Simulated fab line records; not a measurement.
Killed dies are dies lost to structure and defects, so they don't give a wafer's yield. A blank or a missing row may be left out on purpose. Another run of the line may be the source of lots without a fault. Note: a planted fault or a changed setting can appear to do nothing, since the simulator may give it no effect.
fab line records / flow sky130
record lots=14 wafers=42 last_day=50
route steps=708 shown NWELL@79 SONOS_ONO@180 GATE_OXIDE@189 POLY_GATE@231
lots that met no fault: from a run of the same line without faults
start_h: the number of hours between the record's first day and the start of the first shown wafer of the lot / wait_h: hours elapsed since this lot's preceding step / " repeats the value in the row above / L1.1+2: several wafers, shown together as one row / - no value present, or no start provided / * or withheld: withheld / < > ~ a bound
route shown NAME@n: names a module that has steps shown in the file, with the first one's number in the route / usual: mean/standard deviation taken from wafers without a fault / same: alike in all rows / chamber/n: place in a boat / sites: each site's reading / _std_site: the standard deviation of these / _edge_site: the outer-site mean with the inner-site mean subtracted / radius_mm: how far each site lies from the wafer's centre / mask NAME#n: copy n / behind: the last tool/chamber to shape the wafer / hold: the reason the lot was held/the length of the hold in hours/how it ended / device: transistor that didn't switch, given as n, p or np / end of line: the same wafers' tests at the end of the route / step lacking rows: just its recipe / killed: not the wafer's yield, but the dies lost to structure and defects at the first sort / map: a wafer's dies, marking killed ones x, the rest . and places with no die _
set.NAME: the setting the step ran with; set.NAME@STEP: the setting that earlier step ran with / model.NAME: the simulator's own value behind a step, which no gauge read
steps of the route over a sample of lots; a table a step, a row a wafer
services: when a tool's chamber went out of use (start_h, in hours from the record's first day, below 0 if earlier), for how many hours, and the reason
## steps
# step SKY_NWELL_TW_MEAS_26
# usual NWELL_2_TW=495.6/2.6
lot.wafer=L173.3 tool=film_metro-03 chamber=- start_h=102.80 wait_h=0.1 NWELL_2_TW=497.4
lot.wafer=L173.5 tool=film_metro-03 chamber=- start_h=102.80 wait_h=0.1 NWELL_2_TW=498.3
lot.wafer=L173.6 tool=film_metro-03 chamber=- start_h=102.80 wait_h=0.1 NWELL_2_TW=496.8
lot.wafer=L174.1 tool=film_metro-02 chamber=- start_h=108.93 wait_h=0.1 NWELL_2_TW=494.8
lot.wafer=L174.3 tool=film_metro-02 chamber=- start_h=108.93 wait_h=0.1 NWELL_2_TW=494.1
lot.wafer=L174.5 tool=film_metro-02 chamber=- start_h=108.93 wait_h=0.1 NWELL_2_TW=493.9
lot.wafer=L176.2 tool=film_metro-02 chamber=- start_h=125.27 wait_h=0.1 NWELL_2_TW=492.7
lot.wafer=L176.5 tool=film_metro-02 chamber=- start_h=125.27 wait_h=0.1 NWELL_2_TW=494.4
lot.wafer=L176.6 tool=film_metro-02 chamber=- start_h=125.27 wait_h=0.1 NWELL_2_TW=487.7
lot.wafer=L177.3 tool=film_metro-02 chamber=- start_h=131.95 wait_h=0.1 NWELL_2_TW=493.1
lot.wafer=L177.5 tool=film_metro-02 chamber=- start_h=131.95 wait_h=0.1 NWELL_2_TW=492.9
lot.wafer=L177.6 tool=film_metro-02 chamber=- start_h=131.95 wait_h=0.1 NWELL_2_TW=496.8
lot.wafer=L178.2 tool=film_metro-03 chamber=- start_h=135.84 wait_h=0.1 NWELL_2_TW=498.3
lot.wafer=L178.4 tool=film_metro-03 chamber=- start_h=135.84 wait_h=0.1 NWELL_2_TW=499.9
lot.wafer=L178.6 tool=film_metro-03 chamber=- start_h=135.84 wait_h=0.1 NWELL_2_TW=498.5
lot.wafer=L179.3 tool=film_metro-02 chamber=- start_h=140.15 wait_h=0.1 NWELL_2_TW=498.0
lot.wafer=L179.4 tool=film_metro-02 chamber=- start_h=140.15 wait_h=0.1 NWELL_2_TW=496.6
lot.wafer=L179.6 tool=film_metro-02 chamber=- start_h=140.15 wait_h=0.1 NWELL_2_TW=495.5
lot.wafer=L186.2 tool=film_metro-04 chamber=- start_h=189.37 wait_h=0.1 NWELL_2_TW=494.5
lot.wafer=L186.4 tool=film_metro-04 chamber=- start_h=189.37 wait_h=0.1 NWELL_2_TW=494.9
lot.wafer=L186.6 tool=film_metro-04 chamber=- start_h=189.37 wait_h=0.1 NWELL_2_TW=496.9
lot.wafer=L188.1 tool=film_metro-04 chamber=- start_h=194.48 wait_h=0.1 NWELL_2_TW=496.5
lot.wafer=L188.4 tool=film_metro-04 chamber=- start_h=194.48 wait_h=0.1 NWELL_2_TW=494.5
lot.wafer=L188.5 tool=film_metro-04 chamber=- start_h=194.48 wait_h=0.1 NWELL_2_TW=497.1
lot.wafer=L187.2 tool=film_metro-02 chamber=- start_h=195.91 wait_h=0.1 NWELL_2_TW=495.7
lot.wafer=L187.3 tool=film_metro-02 chamber=- start_h=195.91 wait_h=0.1 NWELL_2_TW=498.1
lot.wafer=L187.5 tool=film_metro-02 chamber=- start_h=195.91 wait_h=0.1 NWELL_2_TW=496.8
lot.wafer=L192.2 tool=film_metro-03 chamber=- start_h=219.52 wait_h=0.1 NWELL_2_TW=498.2
lot.wafer=L192.5 tool=film_metro-03 chamber=- start_h=219.52 wait_h=0.1 NWELL_2_TW=497.5
lot.wafer=L192.6 tool=film_metro-03 chamber=- start_h=219.52 wait_h=0.1 NWELL_2_TW=497.9
lot.wafer=L193.4 tool=film_metro-04 chamber=- start_h=224.31 wait_h=0.1 NWELL_2_TW=498.0
lot.wafer=L193.5 tool=film_metro-04 chamber=- start_h=224.31 wait_h=0.1 NWELL_2_TW=497.2
lot.wafer=L193.6 tool=film_metro-04 chamber=- start_h=224.31 wait_h=0.1 NWELL_2_TW=497.8
lot.wafer=L194.1 tool=film_metro-04 chamber=- start_h=229.50 wait_h=0.1 NWELL_2_TW=495.7
lot.wafer=L194.2 tool=film_metro-04 chamber=- start_h=229.50 wait_h=0.1 NWELL_2_TW=496.0
lot.wafer=L194.5 tool=film_metro-04 chamber=- start_h=229.50 wait_h=0.1 NWELL_2_TW=495.8
lot.wafer=L195.1 tool=film_metro-04 chamber=- start_h=236.01 wait_h=0.1 NWELL_2_TW=496.0
lot.wafer=L195.5 tool=film_metro-04 chamber=- start_h=236.01 wait_h=0.1 NWELL_2_TW=496.5
lot.wafer=L195.6 tool=film_metro-04 chamber=- start_h=236.01 wait_h=0.1 NWELL_2_TW=498.9
lot.wafer=L196.1 tool=film_metro-02 chamber=- start_h=241.43 wait_h=0.1 NWELL_2_TW=494.8
lot.wafer=L196.4 tool=film_metro-02 chamber=- start_h=241.43 wait_h=0.1 NWELL_2_TW=493.3
lot.wafer=L196.6 tool=film_metro-02 chamber=- start_h=241.43 wait_h=0.1 NWELL_2_TW=491.7
# step SKY_SONOS_ONO_DEVELOP_12
# recipe develop_time_s=60 dev_temp_c=23
# usual chill_plate_temp_C=22.98/0.11 develop_time_s=60/0 resist_line_temp_C=22.98/0.11
lot.wafer=L173.3 tool=litho_track-04 chamber=0 start_h=275.00 wait_h=0.1 chill_plate_temp_C=22.96 develop_time_s=60 resist_line_temp_C=22.94
lot.wafer=L173.5 tool=litho_track-04 chamber=0 start_h=275.00 wait_h=0.1 chill_plate_temp_C=22.98 develop_time_s=60 resist_line_temp_C=22.79
lot.wafer=L173.6 tool=litho_track-04 chamber=0 start_h=275.00 wait_h=0.1 chill_plate_temp_C=22.91 develop_time_s=60 resist_line_temp_C=23.03
lot.wafer=L174.1 tool=litho_track-04 chamber=0 start_h=284.05 wait_h=0.1 chill_plate_temp_C=22.89 develop_time_s=60 resist_line_temp_C=22.96
lot.wafer=L174.3 tool=litho_track-04 chamber=0 start_h=284.05 wait_h=0.1 chill_plate_temp_C=22.90 develop_time_s=60 resist_line_temp_C=22.92
lot.wafer=L174.5 tool=litho_track-04 chamber=0 start_h=284.05 wait_h=0.1 chill_plate_temp_C=22.68 develop_time_s=60 resist_line_temp_C=23.01
lot.wafer=L176.2 tool=litho_track-01 chamber=0 start_h=307.14 wait_h=0.1 chill_plate_temp_C=23.11 develop_time_s=60 resist_line_temp_C=23.06
lot.wafer=L176.5 tool=litho_track-01 chamber=0 start_h=307.14 wait_h=0.1 chill_plate_temp_C=22.96 develop_time_s=60 resist_line_temp_C=22.79
lot.wafer=L176.6 tool=litho_track-01 chamber=0 start_h=307.14 wait_h=0.1 chill_plate_temp_C=22.87 develop_time_s=60 resist_line_temp_C=22.89
lot.wafer=L177.3 tool=litho_track-04 chamber=0 start_h=317.70 wait_h=0.1 chill_plate_temp_C=22.97 develop_time_s=60 resist_line_temp_C=22.95
lot.wafer=L177.5 tool=litho_track-04 chamber=0 start_h=317.70 wait_h=0.1 chill_plate_temp_C=23.08 develop_time_s=60 resist_line_temp_C=23.05
lot.wafer=L177.6 tool=litho_track-04 chamber=0 start_h=317.70 wait_h=0.1 chill_plate_temp_C=22.95 develop_time_s=60 resist_line_temp_C=22.93
lot.wafer=L178.2 tool=litho_track-04 chamber=- start_h=319.62 wait_h=0.1 chill_plate_temp_C=- develop_time_s=- resist_line_temp_C=-
lot.wafer=L178.4 tool=litho_track-04 chamber=- start_h=319.62 wait_h=0.1 chill_plate_temp_C=- develop_time_s=- resist_line_temp_C=-
lot.wafer=L178.6 tool=litho_track-04 chamber=- start_h=319.62 wait_h=0.1 chill_plate_temp_C=- develop_time_s=- resist_line_temp_C=-
lot.wafer=L179.3 tool=litho_track-01 chamber=- start_h=329.31 wait_h=0.1 chill_plate_temp_C=- develop_time_s=- resist_line_temp_C=-
lot.wafer=L179.4 tool=litho_track-01 chamber=- start_h=329.31 wait_h=0.1 chill_plate_temp_C=- develop_time_s=- resist_line_temp_C=-
lot.wafer=L179.6 tool=litho_track-01 chamber=- start_h=329.31 wait_h=0.1 chill_plate_temp_C=- develop_time_s=- resist_line_temp_C=-
lot.wafer=L186.2 tool=litho_track-01 chamber=0 start_h=396.19 wait_h=0.1 chill_plate_temp_C=22.93 develop_time_s=60 resist_line_temp_C=23.10
lot.wafer=L186.4 tool=litho_track-01 chamber=0 start_h=396.19 wait_h=0.1 chill_plate_temp_C=22.86 develop_time_s=60 resist_line_temp_C=22.92
lot.wafer=L186.6 tool=litho_track-01 chamber=0 start_h=396.19 wait_h=0.1 chill_plate_temp_C=22.88 develop_time_s=60 resist_line_temp_C=23.11
lot.wafer=L188.1 tool=litho_track-04 chamber=0 start_h=406.69 wait_h=0.1 chill_plate_temp_C=22.88 develop_time_s=60 resist_line_temp_C=23.09
lot.wafer=L188.4 tool=litho_track-04 chamber=0 start_h=406.69 wait_h=0.1 chill_plate_temp_C=22.92 develop_time_s=60 resist_line_temp_C=22.87
lot.wafer=L188.5 tool=litho_track-04 chamber=0 start_h=406.69 wait_h=0.1 chill_plate_temp_C=22.76 develop_time_s=60 resist_line_temp_C=22.76
lot.wafer=L187.2 tool=litho_track-01 chamber=0 start_h=407.24 wait_h=0.1 chill_plate_temp_C=22.97 develop_time_s=60 resist_line_temp_C=23.03
lot.wafer=L187.3 tool=litho_track-01 chamber=0 start_h=407.24 wait_h=0.1 chill_plate_temp_C=23.08 develop_time_s=60 resist_line_temp_C=23.08
lot.wafer=L187.5 tool=litho_track-01 chamber=0 start_h=407.24 wait_h=0.1 chill_plate_temp_C=23.09 develop_time_s=60 resist_line_temp_C=23.10
lot.wafer=L192.2 tool=litho_track-01 chamber=0 start_h=436.94 wait_h=0.1 chill_plate_temp_C=22.81 develop_time_s=60 resist_line_temp_C=22.88
lot.wafer=L192.5 tool=litho_track-01 chamber=0 start_h=436.94 wait_h=0.1 chill_plate_temp_C=22.89 develop_time_s=60 resist_line_temp_C=22.97
lot.wafer=L192.6 tool=litho_track-01 chamber=0 start_h=436.94 wait_h=0.1 chill_plate_temp_C=22.90 develop_time_s=60 resist_line_temp_C=22.79
lot.wafer=L193.4 tool=litho_track-04 chamber=0 start_h=448.47 wait_h=0.1 chill_plate_temp_C=22.94 develop_time_s=60 resist_line_temp_C=23.00
lot.wafer=L193.5 tool=litho_track-04 chamber=0 start_h=448.47 wait_h=0.1 chill_plate_temp_C=23.10 develop_time_s=60 resist_line_temp_C=22.78
lot.wafer=L193.6 tool=litho_track-04 chamber=0 start_h=448.47 wait_h=0.1 chill_plate_temp_C=22.97 develop_time_s=60 resist_line_temp_C=22.89
lot.wafer=L194.1 tool=litho_track-04 chamber=0 start_h=454.19 wait_h=0.1 chill_plate_temp_C=22.91 develop_time_s=60 resist_line_temp_C=23.19
lot.wafer=L194.2 tool=litho_track-04 chamber=0 start_h=454.19 wait_h=0.1 chill_plate_temp_C=22.90 develop_time_s=60 resist_line_temp_C=22.98
lot.wafer=L194.5 tool=litho_track-04 chamber=0 start_h=454.19 wait_h=0.1 chill_plate_temp_C=22.91 develop_time_s=60 resist_line_temp_C=23.16
lot.wafer=L195.1 tool=litho_track-04 chamber=0 start_h=464.29 wait_h=0.1 chill_plate_temp_C=22.82 develop_time_s=60 resist_line_temp_C=23.06
lot.wafer=L195.5 tool=litho_track-04 chamber=0 start_h=464.29 wait_h=0.1 chill_plate_temp_C=22.97 develop_time_s=60 resist_line_temp_C=23.06
lot.wafer=L195.6 tool=litho_track-04 chamber=0 start_h=464.29 wait_h=0.1 chill_plate_temp_C=22.99 develop_time_s=60 resist_line_temp_C=22.99
lot.wafer=L196.1 tool=litho_track-01 chamber=0 start_h=467.66 wait_h=0.1 chill_plate_temp_C=22.90 develop_time_s=60 resist_line_temp_C=23.06
lot.wafer=L196.4 tool=litho_track-01 chamber=0 start_h=467.66 wait_h=0.1 chill_plate_temp_C=23.09 develop_time_s=60 resist_line_temp_C=23.15
lot.wafer=L196.6 tool=litho_track-01 chamber=0 start_h=467.66 wait_h=0.1 chill_plate_temp_C=23.13 develop_time_s=60 resist_line_temp_C=23.17
# step SKY_GATE_OXIDE_THK_MEAS_02
# recipe reads=SiO2_of_GATE_OXIDE_OXIDATION_01
# usual GATE_OXIDE_OXIDATION_00_THK=10.59/0.18
lot.wafer=L173.3 tool=film_metro-02 chamber=- start_h=279.34 wait_h=0.0 GATE_OXIDE_OXIDATION_00_THK[nm]=10.36
lot.wafer=L173.5 tool=film_metro-02 chamber=- start_h=279.34 wait_h=0.0 GATE_OXIDE_OXIDATION_00_THK[nm]=10.31
lot.wafer=L173.6 tool=film_metro-02 chamber=- start_h=279.34 wait_h=0.0 GATE_OXIDE_OXIDATION_00_THK[nm]=10.43
lot.wafer=L174.1 tool=film_metro-03 chamber=- start_h=286.13 wait_h=0.0 GATE_OXIDE_OXIDATION_00_THK[nm]=10.40
lot.wafer=L174.3 tool=film_metro-03 chamber=- start_h=286.13 wait_h=0.0 GATE_OXIDE_OXIDATION_00_THK[nm]=10.26
lot.wafer=L174.5 tool=film_metro-03 chamber=- start_h=286.13 wait_h=0.0 GATE_OXIDE_OXIDATION_00_THK[nm]=10.11
lot.wafer=L176.2 tool=film_metro-03 chamber=- start_h=310.47 wait_h=0.0 GATE_OXIDE_OXIDATION_00_THK[nm]=10.78
lot.wafer=L176.5 tool=film_metro-03 chamber=- start_h=310.47 wait_h=0.0 GATE_OXIDE_OXIDATION_00_THK[nm]=10.57
lot.wafer=L176.6 tool=film_metro-03 chamber=- start_h=310.47 wait_h=0.0 GATE_OXIDE_OXIDATION_00_THK[nm]=10.54
lot.wafer=L177.3 tool=film_metro-03 chamber=- start_h=319.70 wait_h=0.0 GATE_OXIDE_OXIDATION_00_THK[nm]=10.52
lot.wafer=L177.5 tool=film_metro-03 chamber=- start_h=319.70 wait_h=0.0 GATE_OXIDE_OXIDATION_00_THK[nm]=10.40
lot.wafer=L177.6 tool=film_metro-03 chamber=- start_h=319.70 wait_h=0.0 GATE_OXIDE_OXIDATION_00_THK[nm]=10.51
lot.wafer=L186.2 tool=film_metro-03 chamber=- start_h=398.83 wait_h=0.0 GATE_OXIDE_OXIDATION_00_THK[nm]=10.52
lot.wafer=L186.4 tool=film_metro-03 chamber=- start_h=398.83 wait_h=0.0 GATE_OXIDE_OXIDATION_00_THK[nm]=10.61
lot.wafer=L186.6 tool=film_metro-03 chamber=- start_h=398.83 wait_h=0.0 GATE_OXIDE_OXIDATION_00_THK[nm]=10.60
lot.wafer=L188.1 tool=film_metro-04 chamber=- start_h=408.72 wait_h=0.0 GATE_OXIDE_OXIDATION_00_THK[nm]=10.91
lot.wafer=L188.4 tool=film_metro-04 chamber=- start_h=408.72 wait_h=0.0 GATE_OXIDE_OXIDATION_00_THK[nm]=10.77
lot.wafer=L188.5 tool=film_metro-04 chamber=- start_h=408.72 wait_h=0.0 GATE_OXIDE_OXIDATION_00_THK[nm]=10.95
lot.wafer=L187.2 tool=film_metro-03 chamber=- start_h=409.95 wait_h=0.0 GATE_OXIDE_OXIDATION_00_THK[nm]=10.40
lot.wafer=L187.3 tool=film_metro-03 chamber=- start_h=409.95 wait_h=0.0 GATE_OXIDE_OXIDATION_00_THK[nm]=10.54
lot.wafer=L187.5 tool=film_metro-03 chamber=- start_h=409.95 wait_h=0.0 GATE_OXIDE_OXIDATION_00_THK[nm]=10.37
lot.wafer=L192.2 tool=film_metro-03 chamber=- start_h=438.96 wait_h=0.0 GATE_OXIDE_OXIDATION_00_THK[nm]=10.71
lot.wafer=L192.5 tool=film_metro-03 chamber=- start_h=438.96 wait_h=0.0 GATE_OXIDE_OXIDATION_00_THK[nm]=10.56
lot.wafer=L192.6 tool=film_metro-03 chamber=- start_h=438.96 wait_h=0.0 GATE_OXIDE_OXIDATION_00_THK[nm]=10.59
lot.wafer=L193.4 tool=film_metro-04 chamber=- start_h=452.53 wait_h=0.0 GATE_OXIDE_OXIDATION_00_THK[nm]=10.45
lot.wafer=L193.5 tool=film_metro-04 chamber=- start_h=452.53 wait_h=0.0 GATE_OXIDE_OXIDATION_00_THK[nm]=10.44
lot.wafer=L193.6 tool=film_metro-04 chamber=- start_h=452.53 wait_h=0.0 GATE_OXIDE_OXIDATION_00_THK[nm]=10.56
lot.wafer=L194.1 tool=film_metro-03 chamber=- start_h=456.22 wait_h=0.0 GATE_OXIDE_OXIDATION_00_THK[nm]=10.60
lot.wafer=L194.2 tool=film_metro-03 chamber=- start_h=456.22 wait_h=0.0 GATE_OXIDE_OXIDATION_00_THK[nm]=10.70
lot.wafer=L194.5 tool=film_metro-03 chamber=- start_h=456.22 wait_h=0.0 GATE_OXIDE_OXIDATION_00_THK[nm]=10.68
lot.wafer=L195.1 tool=film_metro-04 chamber=- start_h=466.33 wait_h=0.0 GATE_OXIDE_OXIDATION_00_THK[nm]=10.47
lot.wafer=L195.5 tool=film_metro-04 chamber=- start_h=466.33 wait_h=0.0 GATE_OXIDE_OXIDATION_00_THK[nm]=10.62
lot.wafer=L195.6 tool=film_metro-04 chamber=- start_h=466.33 wait_h=0.0 GATE_OXIDE_OXIDATION_00_THK[nm]=10.62
lot.wafer=L196.1 tool=film_metro-03 chamber=- start_h=470.36 wait_h=0.0 GATE_OXIDE_OXIDATION_00_THK[nm]=10.76
lot.wafer=L196.4 tool=film_metro-03 chamber=- start_h=470.36 wait_h=0.0 GATE_OXIDE_OXIDATION_00_THK[nm]=10.65
lot.wafer=L196.6 tool=film_metro-03 chamber=- start_h=470.36 wait_h=0.0 GATE_OXIDE_OXIDATION_00_THK[nm]=10.56
# step SKY_POLY_GATE_ETCH_17
# recipe target_depth_nm=180 stop_on=SiO2 over_etch_frac=0.56667 chemistry=HBr/Cl2 target=poly-Si icp_w=400 bias_w=100 pressure_mtorr=10 HBr_flow_sccm=150 Cl2_flow_sccm=50 time_s=70.5
# usual drypump_motor_current_A=5.6/0.46 mfc_cl2_sccm=49.98/0.15 oes_product_au=0.986/0.0079 throttle_valve_pct=33.684/0.0086
lot.wafer=L173.3 tool=rie_si-01 chamber=2 start_h=365.80 wait_h=0.0 drypump_motor_current_A=5.6 mfc_cl2_sccm=49.95 oes_product_au=0.962 rf_hours_counter_h=78 throttle_valve_pct=33.691
lot.wafer=L173.5 tool=rie_si-01 chamber=0 start_h=365.80 wait_h=0.0 drypump_motor_current_A=6.1 mfc_cl2_sccm=50.06 oes_product_au=0.976 rf_hours_counter_h=- throttle_valve_pct=33.690
lot.wafer=L173.6 tool=rie_si-01 chamber=3 start_h=365.80 wait_h=0.0 drypump_motor_current_A=5.8 mfc_cl2_sccm=50.00 oes_product_au=0.975 rf_hours_counter_h=- throttle_valve_pct=33.673
lot.wafer=L174.1 tool=rie_si-02 chamber=1 start_h=373.90 wait_h=0.0 drypump_motor_current_A=5.6 mfc_cl2_sccm=49.98 oes_product_au=0.987 rf_hours_counter_h=0 throttle_valve_pct=33.693
lot.wafer=L174.3 tool=rie_si-02 chamber=2 start_h=373.90 wait_h=0.0 drypump_motor_current_A=5.5 mfc_cl2_sccm=49.90 oes_product_au=0.993 rf_hours_counter_h=4 throttle_valve_pct=33.704
lot.wafer=L174.5 tool=rie_si-02 chamber=0 start_h=373.90 wait_h=0.0 drypump_motor_current_A=6.2 mfc_cl2_sccm=50.26 oes_product_au=0.994 rf_hours_counter_h=- throttle_valve_pct=33.676
lot.wafer=L176.2 tool=rie_si-01 chamber=1 start_h=399.96 wait_h=0.0 drypump_motor_current_A=4.8 mfc_cl2_sccm=49.89 oes_product_au=0.996 rf_hours_counter_h=6 throttle_valve_pct=33.684
lot.wafer=L176.5 tool=rie_si-01 chamber=3 start_h=399.96 wait_h=0.0 drypump_motor_current_A=5.8 mfc_cl2_sccm=50.00 oes_product_au=0.973 rf_hours_counter_h=- throttle_valve_pct=33.689
lot.wafer=L176.6 tool=rie_si-01 chamber=2 start_h=399.96 wait_h=0.0 drypump_motor_current_A=5.7 mfc_cl2_sccm=50.16 oes_product_au=0.981 rf_hours_counter_h=- throttle_valve_pct=33.676
lot.wafer=L177.3 tool=rie_si-02 chamber=3 start_h=410.81 wait_h=0.0 drypump_motor_current_A=4.9 mfc_cl2_sccm=50.02 oes_product_au=0.978 rf_hours_counter_h=75 throttle_valve_pct=33.676
lot.wafer=L177.5 tool=rie_si-02 chamber=2 start_h=410.81 wait_h=0.0 drypump_motor_current_A=5.5 mfc_cl2_sccm=50.19 oes_product_au=0.989 rf_hours_counter_h=- throttle_valve_pct=33.683
lot.wafer=L177.6 tool=rie_si-02 chamber=1 start_h=410.81 wait_h=0.0 drypump_motor_current_A=5.6 mfc_cl2_sccm=49.95 oes_product_au=0.981 rf_hours_counter_h=- throttle_valve_pct=33.692
lot.wafer=L186.2 tool=rie_si-02 chamber=3 start_h=497.26 wait_h=0.0 drypump_motor_current_A=4.9 mfc_cl2_sccm=49.91 oes_product_au=0.986 rf_hours_counter_h=0 throttle_valve_pct=33.682
lot.wafer=L186.4 tool=rie_si-02 chamber=2 start_h=497.26 wait_h=0.0 drypump_motor_current_A=5.6 mfc_cl2_sccm=49.65 oes_product_au=0.982 rf_hours_counter_h=5 throttle_valve_pct=33.684
lot.wafer=L186.6 tool=rie_si-02 chamber=1 start_h=497.26 wait_h=0.0 drypump_motor_current_A=5.6 mfc_cl2_sccm=49.77 oes_product_au=0.978 rf_hours_counter_h=- throttle_valve_pct=33.686
lot.wafer=L188.1 tool=rie_si-01 chamber=3 start_h=506.50 wait_h=0.0 drypump_motor_current_A=5.8 mfc_cl2_sccm=49.96 oes_product_au=0.979 rf_hours_counter_h=3 throttle_valve_pct=33.677
lot.wafer=L188.4 tool=rie_si-01 chamber=2 start_h=506.50 wait_h=0.0 drypump_motor_current_A=5.6 mfc_cl2_sccm=49.99 oes_product_au=1.002 rf_hours_counter_h=1 throttle_valve_pct=33.682
lot.wafer=L188.5 tool=rie_si-01 chamber=2 start_h=506.50 wait_h=0.0 drypump_motor_current_A=5.6 mfc_cl2_sccm=50.02 oes_product_au=0.986 rf_hours_counter_h=- throttle_valve_pct=33.687
lot.wafer=L187.2 tool=rie_si-02 chamber=2 start_h=508.06 wait_h=0.0 drypump_motor_current_A=5.5 mfc_cl2_sccm=50.08 oes_product_au=0.994 rf_hours_counter_h=5 throttle_valve_pct=33.683
lot.wafer=L187.3 tool=rie_si-02 chamber=1 start_h=508.06 wait_h=0.0 drypump_motor_current_A=5.6 mfc_cl2_sccm=49.99 oes_product_au=1.007 rf_hours_counter_h=1 throttle_valve_pct=33.689
lot.wafer=L187.5 tool=rie_si-02 chamber=2 start_h=508.06 wait_h=0.0 drypump_motor_current_A=5.6 mfc_cl2_sccm=50.04 oes_product_au=0.991 rf_hours_counter_h=- throttle_valve_pct=33.684
lot.wafer=L192.2 tool=rie_si-02 chamber=0 start_h=536.01 wait_h=0.0 drypump_motor_current_A=6.2 mfc_cl2_sccm=49.98 oes_product_au=0.988 rf_hours_counter_h=3 throttle_valve_pct=33.693
lot.wafer=L192.5 tool=rie_si-02 chamber=2 start_h=536.01 wait_h=0.0 drypump_motor_current_A=5.5 mfc_cl2_sccm=49.74 oes_product_au=0.989 rf_hours_counter_h=- throttle_valve_pct=33.682
lot.wafer=L192.6 tool=rie_si-02 chamber=1 start_h=536.01 wait_h=0.0 drypump_motor_current_A=5.6 mfc_cl2_sccm=50.13 oes_product_au=0.990 rf_hours_counter_h=- throttle_valve_pct=33.678
lot.wafer=L193.4 tool=rie_si-01 chamber=3 start_h=549.25 wait_h=0.0 drypump_motor_current_A=5.8 mfc_cl2_sccm=49.47 oes_product_au=0.972 rf_hours_counter_h=3 throttle_valve_pct=33.686
lot.wafer=L193.5 tool=rie_si-01 chamber=0 start_h=549.25 wait_h=0.0 drypump_motor_current_A=6.1 mfc_cl2_sccm=49.69 oes_product_au=0.992 rf_hours_counter_h=- throttle_valve_pct=33.685
lot.wafer=L193.6 tool=rie_si-01 chamber=3 start_h=549.25 wait_h=0.0 drypump_motor_current_A=5.8 mfc_cl2_sccm=50.07 oes_product_au=0.971 rf_hours_counter_h=- throttle_valve_pct=33.691
lot.wafer=L194.1 tool=rie_si-02 chamber=3 start_h=551.71 wait_h=0.0 drypump_motor_current_A=4.9 mfc_cl2_sccm=50.13 oes_product_au=0.989 rf_hours_counter_h=0 throttle_valve_pct=33.673
lot.wafer=L194.2 tool=rie_si-02 chamber=2 start_h=551.71 wait_h=0.0 drypump_motor_current_A=5.5 mfc_cl2_sccm=49.66 oes_product_au=0.996 rf_hours_counter_h=5 throttle_valve_pct=33.675
lot.wafer=L194.5 tool=rie_si-02 chamber=0 start_h=551.71 wait_h=0.0 drypump_motor_current_A=6.2 mfc_cl2_sccm=50.11 oes_product_au=0.981 rf_hours_counter_h=- throttle_valve_pct=33.695
lot.wafer=L195.1 tool=rie_si-01 chamber=0 start_h=564.01 wait_h=0.0 drypump_motor_current_A=6.1 mfc_cl2_sccm=50.07 oes_product_au=0.981 rf_hours_counter_h=4 throttle_valve_pct=33.658
lot.wafer=L195.5 tool=rie_si-01 chamber=1 start_h=564.01 wait_h=0.0 drypump_motor_current_A=4.8 mfc_cl2_sccm=49.93 oes_product_au=0.995 rf_hours_counter_h=- throttle_valve_pct=33.697
lot.wafer=L195.6 tool=rie_si-01 chamber=2 start_h=564.01 wait_h=0.0 drypump_motor_current_A=5.7 mfc_cl2_sccm=50.15 oes_product_au=0.985 rf_hours_counter_h=- throttle_valve_pct=33.687
lot.wafer=L196.1 tool=rie_si-02 chamber=1 start_h=567.54 wait_h=0.0 drypump_motor_current_A=5.6 mfc_cl2_sccm=49.76 oes_product_au=0.977 rf_hours_counter_h=1 throttle_valve_pct=33.692
lot.wafer=L196.4 tool=rie_si-02 chamber=0 start_h=567.54 wait_h=0.0 drypump_motor_current_A=6.1 mfc_cl2_sccm=50.15 oes_product_au=0.984 rf_hours_counter_h=3 throttle_valve_pct=33.695
lot.wafer=L196.6 tool=rie_si-02 chamber=2 start_h=567.54 wait_h=0.0 drypump_motor_current_A=5.6 mfc_cl2_sccm=49.77 oes_product_au=0.980 rf_hours_counter_h=- throttle_valve_pct=33.685
## services
tool=rie_si-02 chamber=1 start_h=257.70 hours=12.1 kind=repair
tool=rie_si-01 chamber=- start_h=280.43 hours=4.3 kind=pm
tool=rie_si-01 chamber=- start_h=294.09 hours=0.7 kind=repair
tool=rie_si-02 chamber=- start_h=296.76 hours=2.8 kind=pm
tool=rie_si-01 chamber=1 start_h=344.59 hours=19.1 kind=repair
tool=rie_si-02 chamber=1 start_h=345.48 hours=- kind=clean
tool=rie_si-02 chamber=1 start_h=345.48 hours=12.7 kind=scheduled_down
tool=rie_si-02 chamber=1 start_h=345.48 hours=12.7 kind=vent_cycle
tool=rie_si-01 chamber=2 start_h=400.99 hours=- kind=clean
tool=rie_si-01 chamber=2 start_h=400.99 hours=14.8 kind=scheduled_down
tool=rie_si-01 chamber=2 start_h=400.99 hours=14.8 kind=vent_cycle
tool=rie_si-02 chamber=3 start_h=412.77 hours=- kind=clean
tool=rie_si-02 chamber=3 start_h=412.77 hours=18.9 kind=scheduled_down
tool=rie_si-02 chamber=3 start_h=412.77 hours=18.9 kind=vent_cycle
tool=rie_si-02 chamber=0 start_h=441.47 hours=1.7 kind=repair
tool=rie_si-02 chamber=1 start_h=477.48 hours=14.8 kind=repair
## key
first_sign step=SKY_SONOS_ONO_DEVELOP_12 reading=tool_record direction=missing
effect none on later readings
met_at SKY_SONOS_ONO_DEVELOP_12
struck_lots L178,L179
later_rows_left_out L178.2,L178.4,L178.6,L179.3,L179.4,L179.6
sort_left_out L178.2,L178.4,L178.6,L179.3,L179.4,L179.6
tester_left_out L178,L179
not_acting_at SKY_NWELL_TW_MEAS_26,SKY_GATE_OXIDE_THK_MEAS_02,SKY_POLY_GATE_ETCH_17
onset_between 317.70 319.62
fault kind=skipped_step_whole tool=litho_track-01,litho_track-04 chamber=- onset_h=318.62 steps=SKY_SONOS_ONO_DEVELOP_12 scope=struck_lots_only
# tester_left_out: of these lots the tester's yield and bins aren't shown, on N5 and GAA mostly nor the transistor test; their killed dies are dies lost to structure and defects alone, not to doping, threshold or leakage, so they don't give the yield
# sort_left_out: the simulated sort isn't trusted on such a fault, so these wafers' sort isn't shown, and their yield isn't known
# later_rows_left_out: the simulator's readings of these wafers behind a module that went badly wrong aren't trusted and aren't shown, but for the sort
